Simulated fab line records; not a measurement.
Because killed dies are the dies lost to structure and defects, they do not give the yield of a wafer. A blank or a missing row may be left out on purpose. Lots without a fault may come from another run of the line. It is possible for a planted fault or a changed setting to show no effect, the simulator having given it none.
Which tool was responsible? + flow sky130 + Sampling: 10 lots, 30 wafers, 4 of 708 route steps

== WHAT EACH GAUGE READ, for each wafer ==
SKY_LDD_P_CD_MEAS_07: the cd target is 380 nm.
| lot  | measured     | on       | cdNm (nm)         |
|------|--------------|----------|-------------------|
| L777 | day 19 06:14 | cdSem-01 | 376.5 374.8 376.6 |
| L778 | day 20 03:17 | cdSem-02 | 382.0 379.9 382.2 |
| L780 | day 20 21:28 | cdSem-02 | 378.9 379.0 377.7 |
| L782 | day 21 18:30 | cdSem-02 | 377.2 378.6 375.9 |
| L785 | day 22 20:18 | cdSem-01 | 379.0 376.7 377.9 |
| L786 | day 23 02:29 | cdSem-01 | 381.2 382.2 381.6 |
| L787 | day 23 08:38 | cdSem-01 | 379.0 378.1 378.4 |
| L788 | day 23 21:14 | cdSem-01 | 383.7 382.2 384.9 |
| L791 | day 24 11:43 | cdSem-01 | 381.1 382.3 381.6 |
| L792 | day 24 18:09 | cdSem-02 | 376.5 379.7 380.7 |

SKY_SPACER_THK_MEAS_01.
| lot  | measured     | on           | SPACER_CVD_00_THK (nm)        |
|------|--------------|--------------|-------------------------------|
| L777 | day 23 06:03 | filmMetro-01 | 42.9 43.6 43.4                |
| L778 | day 24 00:55 | filmMetro-02 | 43.2 42.8 43.1                |
| L780 | day 24 17:35 | filmMetro-02 | 43.5 43.0 43.3                |
| L782 | day 25 15:07 | filmMetro-02 | 43.6 42.8 43.7                |
| L785 | day 26 14:05 | filmMetro-02 | 43.2 42.9 43.1                |
| L786 | day 26 22:23 | filmMetro-01 | 42.3 42.5 42.2                |
| L787 | day 27 06:52 | filmMetro-01 | 43.0 43.2 42.8                |
| L788 | day 27 15:04 | filmMetro-04 | 43.0 42.7 43.1                |
| L791 | day 28 04:00 | filmMetro-04 | 37.6 37.7 37.7 37.6 37.8 37.7 |
| L792 | day 28 10:09 | filmMetro-04 | 38.1 38.0 37.8 38.1 38.0 37.8 |

== WHICH TOOL RAN EACH LOT (tool, then ch and the chambers of the sampled wafers, then the start) ==
| lot  | SKY_LDD_N_STRIP_16                  | SKY_SPACER_CVD_00           |
|------|-------------------------------------|-----------------------------|
| L777 | plasmaAsher-01 ch 0,1, day 18 00:17 | lpcvd-02 ch 1, day 23 04:49 |
| L778 | plasmaAsher-01 ch 0,1, day 18 19:49 | lpcvd-02 ch 0, day 23 23:42 |
| L780 | plasmaAsher-01 ch 0,1, day 19 15:27 | lpcvd-02 ch 1, day 24 16:21 |
| L782 | plasmaAsher-03 ch 0,1, day 20 11:25 | lpcvd-02 ch 1, day 25 13:53 |
| L785 | plasmaAsher-02 ch 0,1, day 21 13:53 | lpcvd-02 ch 1, day 26 12:52 |
| L786 | plasmaAsher-02 ch 0,1, day 21 19:25 | lpcvd-02 ch 0, day 26 20:34 |
| L787 | plasmaAsher-01 ch 0,1, day 22 02:20 | lpcvd-02 ch 0, day 27 05:03 |
| L788 | plasmaAsher-03 ch 0,1, day 22 15:05 | lpcvd-02 ch 1, day 27 13:51 |
| L791 | plasmaAsher-03 ch 0, day 23 05:52   | lpcvd-02 ch 0, day 28 02:47 |
| L792 | plasmaAsher-01 ch 0,1, day 23 13:18 | lpcvd-02 ch 0, day 28 08:55 |
- SKY_LDD_N_STRIP_16: strips in O2/N2.
- SKY_SPACER_CVD_00: deposits Si3N4 from DCS/NH3, target thk 43.1 nm, time 740 s.

== AS READ BY THE TOOLS THEMSELVES (means over the sampled wafers that have a number; for cases with no such wafer, the mark the record gives instead) ==
SKY_LDD_N_STRIP_16.
| lot  | tool           | drypumpMotorCurrentA (A) | n2FlowSccm (sccm) | oesProductAu (a.u.) | stripTimeToEndpointS (s) |
|------|----------------|--------------------------|-------------------|---------------------|--------------------------|
| L777 | plasmaAsher-01 | 6.0                      | 300.0             | 0.407               | 4.298                    |
| L778 | plasmaAsher-01 | 5.7                      | 299.6             | 0.406               | 4.314                    |
| L780 | plasmaAsher-01 | 6.0                      | 300.9             | 0.407               | 4.320                    |
| L782 | plasmaAsher-03 | 6.3                      | 300.1             | 0.407               | 4.324                    |
| L785 | plasmaAsher-02 | 5.6                      | 300.5             | 0.404               | 4.305                    |
| L786 | plasmaAsher-02 | 5.6                      | 300.5             | 0.406               | 4.312                    |
| L787 | plasmaAsher-01 | 6.0                      | 300.5             | 0.409               | 4.325                    |
| L788 | plasmaAsher-03 | 6.3                      | 300.1             | 0.410               | 4.324                    |
| L791 | plasmaAsher-03 | 6.5                      | 300.2             | 0.407               | 4.316                    |
| L792 | plasmaAsher-01 | 5.7                      | 300.1             | 0.406               | 4.310                    |

SKY_SPACER_CVD_00.
| lot  | tool     | susceptorTempC (C) | zonePowerTopPct (%) |
|------|----------|--------------------|---------------------|
| L777 | lpcvd-02 | 769.6              | 21                  |
| L778 | lpcvd-02 | 769.9              | 27                  |
| L780 | lpcvd-02 | 769.9              | 21                  |
| L782 | lpcvd-02 | 770.4              | 21                  |
| L785 | lpcvd-02 | 770.1              | 21                  |
| L786 | lpcvd-02 | 770.1              | 27                  |
| L787 | lpcvd-02 | 770.1              | 27                  |
| L788 | lpcvd-02 | 770.1              | 21                  |
| L791 | lpcvd-02 | 770.1              | 27                  |
| L792 | lpcvd-02 | 770.1              | 27                  |

== THE ANSWER, worked out from the rows above alone ==
Rule: the lots themselves supply what counts as usual. Put in order of their means at a reading, lots are off if they are a third of the lots or fewer, leave a main group of 4 or more, and stand apart from it by a gap of 3 or more times the standard deviation of the main group's means; of several such gaps the widest counts. If all means in a main group match to the digits the tables above print for the reading, that group is not used. Also off: a lot with no number at a reading for which 4 or more lots have one. Any other lot the step has rows for is counted as sound. Order of review: gauges by route order, followed by the tools' own readings, for which a lot's mean as printed above is used. The first step at which some lot is off is used, and at that step the reading that is off furthest; a lot without a number counts as furthest.
Off: at SKY_SPACER_THK_MEAS_01 (SPACER_CVD_00_THK), L791, L792. For the main group the mean is 43.0 nm and the standard deviation 0.3.
A tool fits if, at a process step before that reading, it ran every lot that is off, and no sound lot after the first of them. The gauges at SKY_SPACER_THK_MEAS_01 are tried like those tools. This does not decide it: 2 tools fit, namely lpcvd-02 at SKY_SPACER_CVD_00 and filmMetro-04 at SKY_SPACER_THK_MEAS_01.

== WHAT THE SIMULATOR HAD INSERTED ==
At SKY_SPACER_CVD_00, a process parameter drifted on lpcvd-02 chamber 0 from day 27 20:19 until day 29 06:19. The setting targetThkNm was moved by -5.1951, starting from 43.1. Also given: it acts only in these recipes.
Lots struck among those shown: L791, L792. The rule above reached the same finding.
